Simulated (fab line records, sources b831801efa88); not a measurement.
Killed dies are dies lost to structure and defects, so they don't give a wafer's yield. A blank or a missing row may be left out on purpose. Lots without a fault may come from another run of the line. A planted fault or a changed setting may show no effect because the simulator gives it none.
Which tool did it? | flow sky130 | 14 lots, 42 wafers sampled, at 5 steps of a route of 708

WHAT THE GAUGES READ, wafer by wafer
SKY_POLY_GATE_THK_MEAS_21. Usual: POLY_GATE_OXIDATION_THK 4.04 nm, standard deviation 0.067.
lot  | measured     | on            | POLY_GATE_OXIDATION_THK (nm) | flag
L656 | day 16 10:51 | film_metro-03 | 4.01 4.06 4.11               |
L657 | day 16 22:44 | film_metro-04 | 4.05 4.15 4.07               |
L658 | day 16 22:44 | film_metro-03 | 4.08 4.14 4.01               |
L659 | day 17 13:45 | film_metro-03 | 4.04 4.04 4.02               |
L660 | day 17 20:01 | film_metro-01 | 3.98 4.11 4.08               |
L662 | day 18 19:40 | film_metro-01 | 4.11 4.18 4.10               |
L665 | day 19 20:28 | film_metro-03 | 4.12 4.16 4.13               |
L666 | day 20 00:16 | film_metro-03 | 4.08 4.06 4.04               |
L674 | day 23 01:24 | film_metro-01 | 4.03 3.99 4.04               |
L675 | day 23 07:11 | film_metro-03 | 4.00 4.02 4.07               |
L676 | day 23 21:22 | film_metro-04 | 3.96 3.94 4.00               |
L677 | day 24 04:41 | film_metro-01 | 4.16 4.15 4.13               |
L678 | day 24 14:28 | film_metro-03 | 3.99 3.92 4.03               |
L679 | day 24 18:31 | film_metro-01 | 3.93 3.95 4.06               |

SKY_SD_N_OVL_MEAS_08. Usual: SD_N_OVL -0.6 nm, standard deviation 1.5.
lot  | measured     | on         | SD_N_OVL (nm)  | flag
L656 | day 27 19:20 | overlay-01 | 2.1 0.4 0.9    |
L657 | day 28 10:29 | overlay-02 | -0.4 -1.2 0.6  |
L658 | day 28 10:23 | overlay-01 | -2.4 -0.9 -1.1 |
L659 | day 28 22:34 | overlay-01 | 2.2 1.3 0.4    |
L660 | day 29 02:22 | overlay-01 | 1.1 1.0 1.2    |
L662 | day 30 04:16 | overlay-02 | -1.5 -2.7 -2.5 |
L665 | day 31 03:04 | overlay-02 | -1.3 -1.0 0.7  |
L666 | day 31 06:05 | overlay-01 | -1.3 -1.5 -1.6 |
L674 | day 33 20:53 | overlay-02 | 0.3 -0.1 0.6   |
L675 | day 34 02:30 | overlay-01 | -2.3 -2.4 -2.5 |
L676 | day 34 13:38 | overlay-02 | -1.3 2.1 -1.9  |
L677 | day 34 20:45 | overlay-02 | -0.8 1.6 0.6   |
L678 | day 35 05:13 | overlay-01 | -2.1 -1.5 -0.9 |
L679 | day 35 07:26 | overlay-01 | 0.0 -1.2 0.9   |

SKY_SD_N_TW_MEAS_12. Usual: SD_N_TW 3988, standard deviation 41.
lot  | measured     | on            | SD_N_TW        | flag
L656 | day 27 19:47 | film_metro-04 | 3951 3951 3963 |
L657 | day 28 10:56 | film_metro-04 | 3958 3940 3950 |
L658 | day 28 10:49 | film_metro-01 | 4055 4040 4030 |
L659 | day 28 23:02 | film_metro-04 | 3980 3991 3984 |
L660 | day 29 02:49 | film_metro-01 | 4025 4018 4028 |
L662 | day 30 04:42 | film_metro-01 | 4030 4025 4012 |
L665 | day 31 03:30 | film_metro-01 | 4056 4068 4039 |
L666 | day 31 06:32 | film_metro-03 | 3982 3990 3989 |
L674 | day 33 21:19 | film_metro-04 | 3965 3967 3970 |
L675 | day 34 02:56 | film_metro-04 | 3948 3958 3953 |
L676 | day 34 14:05 | film_metro-03 | 3992 4002 4011 |
L677 | day 34 21:12 | film_metro-03 | 3998 4002 4010 |
L678 | day 35 05:39 | film_metro-03 | 3924 3943 3915 |
L679 | day 35 07:52 | film_metro-03 | 3947 3931 3939 |

SKY_VIA1_THK_MEAS_01. Usual: VIA1_HDPCVD_THK 1027 nm, standard deviation 9.6.
lot  | measured     | on            | VIA1_HDPCVD_THK (nm) | flag
L656 | day 32 17:19 | film_metro-04 | 1047 1056 1048       |
L657 | day 33 10:01 | film_metro-01 | 1027 1008 1033       |
L658 | day 33 08:40 | film_metro-01 | 1038 1030 1035       |
L659 | day 33 21:04 | film_metro-04 | 1031 1037 1038       |
L660 | day 33 23:18 | film_metro-04 | 1021 1034 1032       |
L662 | day 34 23:18 | film_metro-01 | 1037 1037 1037       |
L665 | day 35 22:29 | film_metro-04 | 1031 791 1036        | OFF
L666 | day 36 01:07 | film_metro-01 | 1029 799 1014        | OFF
L674 | day 38 12:45 | film_metro-01 | 1026 1021 1024       |
L675 | day 38 18:20 | film_metro-04 | 1024 1023 1026       |
L676 | day 39 05:16 | film_metro-01 | 1023 1022 1014       |
L677 | day 39 12:47 | film_metro-04 | 1006 1024 1012       |
L678 | day 39 19:58 | film_metro-04 | 1031 1033 1031       |
L679 | day 39 22:34 | film_metro-04 | 1025 1015 1010       |

WHICH TOOL RAN EACH LOT (tool, then ch and the chambers of the sampled wafers, then the start)
lot  | SKY_VIA1_HDPCVD_00
L656 | hdpcvd-02 ch 0,1,2, day 32 17:14
L657 | hdpcvd-02 ch 1,2, day 33 09:54
L658 | hdpcvd-01 ch 0,1, day 33 08:33
L659 | hdpcvd-01 ch 0,1, day 33 20:57
L660 | hdpcvd-02 ch 0,2, day 33 23:11
L662 | hdpcvd-02 ch 0,1,2, day 34 23:11
L665 | hdpcvd-02 ch 0,1,2, day 35 22:22
L666 | hdpcvd-02 ch 0,1,2, day 36 00:59
L674 | hdpcvd-01 ch 0,1,2, day 38 12:38
L675 | hdpcvd-01 ch 0,1,2, day 38 18:13
L676 | hdpcvd-01 ch 0,2, day 39 05:09
L677 | hdpcvd-01 ch 0,1,2, day 39 12:42
L678 | hdpcvd-02 ch 0,2, day 39 19:52
L679 | hdpcvd-01 ch 0,1, day 39 22:26
- SKY_VIA1_HDPCVD_00: deposits SiO2, target thk 1030 nm, time 171.7 s.

WHAT THE TOOLS THEMSELVES READ (means of the sampled wafers that have a number; where no wafer has one, the mark that the record gives instead)
The record holds no such reading with a usual standard deviation.

THE ANSWER, worked out from the rows above alone
Rule: a lot is off if the mean of its wafers that have a number lies more than 3 standard deviations from the usual mean. A lot without any number at a reading at which 4 lots or more have one is off too. The other lots that the step has rows for count as sound. The gauges are gone through in route order, then the tools' own readings, and for those a lot's mean is taken as printed above. The first step at which some lot is off is used, and at that step the reading that is off furthest; a lot without a number counts as furthest.
Off: L665, L666, at SKY_VIA1_THK_MEAS_01 (VIA1_HDPCVD_THK).
A tool fits if, at a process step before that reading, it ran every lot that is off, and no sound lot after the first of them. The gauges at SKY_VIA1_THK_MEAS_01 are tried like those tools. None of those tried fits.

WHAT THE SIMULATOR HAD PUT IN
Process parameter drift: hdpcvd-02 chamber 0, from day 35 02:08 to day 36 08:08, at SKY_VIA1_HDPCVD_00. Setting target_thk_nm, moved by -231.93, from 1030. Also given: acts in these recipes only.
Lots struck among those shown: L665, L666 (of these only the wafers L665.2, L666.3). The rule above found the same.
